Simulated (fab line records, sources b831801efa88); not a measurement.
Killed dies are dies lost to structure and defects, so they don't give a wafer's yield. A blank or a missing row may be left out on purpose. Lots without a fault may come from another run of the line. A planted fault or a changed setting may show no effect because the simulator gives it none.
Problem report in the 8D (eight disciplines) form, filled by code | flow sky130 | the parts of the form that need people (team, actions taken, sign-off) are left out

1. THE PROBLEM
strip_time_to_endpoint_s at SKY_CONTACT_STRIP_19 reads a mean of 3.34 s on 6 wafers of 2 lots; wafers without a fault read 3.62 s with a standard deviation of 0.039. That is -7.1 standard deviations from the usual mean.
The step: strips in O2/N2.
First seen on wafer L861.1, day 36 19:32, on plasma_asher-02. The record holds 42 wafers of 14 lots with a number at this step. Rule for "out", or "out of limits": more than 4 standard deviations from the usual mean. The other wafers with a number count as sound.

2. WHAT IT IS AND WHAT IT IS NOT
question                    | is                       | is not
which readings at this step | strip_time_to_endpoint_s | drypump_motor_current_A
which lots                  | L860, L861               | L845, L846, L849, L850, L851, L852, L853, L855, L856, L864, L866, L867
which wafers of those lots  | all that have a number   | -
read on which tools         | plasma_asher-02          | plasma_asher-01, plasma_asher-03
when                        | from day 36 19:32        | up to then (27 sound wafers); but 9 sound wafers of L864, L866, L867 came after

3. SUSPECTS, AND WHAT RULES EACH OUT
Counting: a tool at a process step up to the reading stays a suspect if it ran every lot that is out and no sound lot after the first of them.
- rie_diel-01 at SKY_CONTACT_ETCH_16 (etches BARC in N2/H2, stops on SiO2, time 45.9 s, target depth 60 nm): kept. It ran every lot that is out, first L861 (day 36 19:24), and no sound lot after that; its last sound lot up to then is L853 (day 34 11:49).
- plasma_asher-02 at SKY_CONTACT_STRIP_19 (strips in O2/N2): ruled out as a lasting fault. Sound lots L864 ran on it after its first lot that is out, L861 (day 36 19:32).
Left after counting: rie_diel-01 at SKY_CONTACT_ETCH_16.

4. THE CAUSE (what the simulator had put in)
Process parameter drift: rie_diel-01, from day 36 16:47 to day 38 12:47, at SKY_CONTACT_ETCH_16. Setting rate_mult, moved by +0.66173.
Counting left only this tool.

5. THE CHAIN OF EFFECTS, in route order
Each row: a reading whose mean over the struck wafers that have a number lies more than 3 standard deviations from the usual. Only readings for which the record gives a usual standard deviation are gone through. hours: the time from each lot's start at the first step in this table that gives one to its start at this step, as a median over the lots. sigmas: the change in usual standard deviations.
hours | step                 | reading                  | usual  | on struck wafers | change | sigmas
0     | SKY_CONTACT_STRIP_19 | strip_time_to_endpoint_s | 3.62 s | 3.34             | -0.28  | -7.1
The process steps in it:
- SKY_CONTACT_STRIP_19: strips in O2/N2.

6. WHAT WOULD HAVE CAUGHT IT SOONER
In this record the first reading out of limits was taken at day 36 19:32, 3 hours after the fault began at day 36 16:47.
Of the tool readings at SKY_CONTACT_ETCH_16 for which the record gives a usual standard deviation, none was out on any struck wafer, so an alarm limit of 4 standard deviations on them would not have fired.
Of the lots that are out (2), L860 began SKY_CONTACT_ETCH_16 on rie_diel-01 after day 36 19:32. A hold on the tool at that time would have spared it.
